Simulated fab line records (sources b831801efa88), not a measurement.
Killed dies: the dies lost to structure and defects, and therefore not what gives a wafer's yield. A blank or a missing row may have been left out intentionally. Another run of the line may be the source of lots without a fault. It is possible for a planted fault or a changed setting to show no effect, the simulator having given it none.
A struck lot beside a sound one    flow sky130    16 steps out of a route of 708
Sound: the wafers L800.2, L800.4, L800.6. Wafers struck: L811.2, L811.3, L811.4. The cause comes at the end.
At each step with rows: each side's tool, then ch and its chambers, then its first start. Under that, the readings that differ: sound wafers    struck wafers    difference of the means    sigmas: that difference in standard deviations of wafers without a fault.
alike: readings with means less than 2 such deviations apart, plus words and numbers identical on both sides. not compared: withheld readings, readings lacking a value on some wafer, bounds such as >300 that could conceal the same value, and numbers that have no deviation in the record and whose values overlap.
A row with sigmas, a row that says differs or no value, or rows on one side alone: a step with any of these is where the two part. When numbers do not overlap yet have no deviation, they are printed without sigmas and do not part them. A reading that every wafer of one side lacks parts them only if that side has two wafers or more.

first, 8 steps without rows for these wafers: SKY_METAL1_DEHYDRATE_07 (time 60 s); SKY_METAL1_HMDS_08 (prime time 60 s); SKY_METAL1_COAT_09 (resist thk 60 nm); SKY_METAL1_COAT_10 (resist thk 450 nm); SKY_METAL1_SOFTBAKE_11 (time 90 s); SKY_METAL1_EXPOSE_12 (exposes mask MM1, target cd 140 nm); SKY_METAL1_PEB_13; SKY_METAL1_DEVELOP_14 (develop time 60 s).
SKY_METAL1_CD_MEAS_15: the cd target is 140 nm.
  struck on cdSem-02, day 36 22:11; sound on cdSem-02, day 34 03:32
  alike: cdNm
SKY_METAL1_OVL_MEAS_16:
  struck on overlay-01, day 36 22:17; sound on overlay-01, day 34 03:39
  alike: METAL1_OVL
SKY_METAL1_DESCUM_17: chemistry O2, time 8 s.
  sound on rieMetal-02 ch 1, day 34 03:41; struck on rieMetal-03 ch 0,1, day 36 22:19
  alike: drypumpMotorCurrentA, oesProductAu
  not compared: rfHoursCounterH
SKY_METAL1_ETCH_18: etches BARC in N2/H2, stops on SiO2, time 45.9 s, target depth 60 nm.
  sound on rieMetal-02 ch 1, day 34 03:43; struck on rieMetal-03 ch 0,1, day 36 22:21
  alike: drypumpMotorCurrentA, oesProductAu, throttleValvePct
  not compared: rfHoursCounterH
SKY_METAL1_METAL_ETCH_19: etches the open film in Cl2/BCl3, stops on SiO2, target depth 360 nm, time 78 s.
  sound on rieMetal-02 ch 1, day 34 03:46; struck on rieMetal-03 ch 0,1, day 36 22:25
reading                                       sound              struck             difference  sigmas
oesProductAu (a.u.)                           0.848 0.853 0.853  0.785 0.796 0.791  -0.061      -11
model.KrF-thick_of_METAL1_COAT_10.thkNm (nm)  164 164.3 166.4    239.7 234.5 239.7  +73.1       
model.METAL1.featureDepthNm (nm)              358.6 363.8 360.3  303.6 315.4 306.5  -52.4       
model.etch.depthNm (nm)                       358.6 363.8 360.3  303.6 315.4 306.5  -52.4       
  alike: drypumpMotorCurrentA, throttleValvePct
  not compared: rfHoursCounterH
SKY_METAL1_STRIP_20: strips in O2/N2.
  sound on plasmaAsher-04 ch 0,1, day 34 03:52; struck on plasmaAsher-02 ch 0,1, day 36 22:30
reading                   sound              struck             difference  sigmas
oesProductAu (a.u.)       0.354 0.357 0.341  0.376 0.378 0.384  +0.029      +5
stripTimeToEndpointS (s)  2.76 2.76 2.76     3.57 3.53 3.57     +0.80       +12
  alike: drypumpMotorCurrentA
  not compared: rfHoursCounterH
then, 1 step without rows for these wafers: SKY_METAL1_STRIP_21 (strips in post etch residue remover, time 1200 s).
-- the record jumps here: 12 days lie between the struck wafers' starts before and after (it left off in module METAL1 and takes up again in module PAD_OPEN, whose first step shown is number 708 of the route) --
SKY_PAD_OPEN_PROBE_99:
  record: rows for the struck wafers here (prober-02, day 48 23:40), none for the sound ones

== WHERE THEY PART ==
At SKY_METAL1_METAL_ETCH_19 first; at SKY_PAD_OPEN_PROBE_99 last (within this record only).

WHY: what the simulator had put in
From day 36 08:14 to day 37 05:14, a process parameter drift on rieMetal-03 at SKY_METAL1_METAL_ETCH_19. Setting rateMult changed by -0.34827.
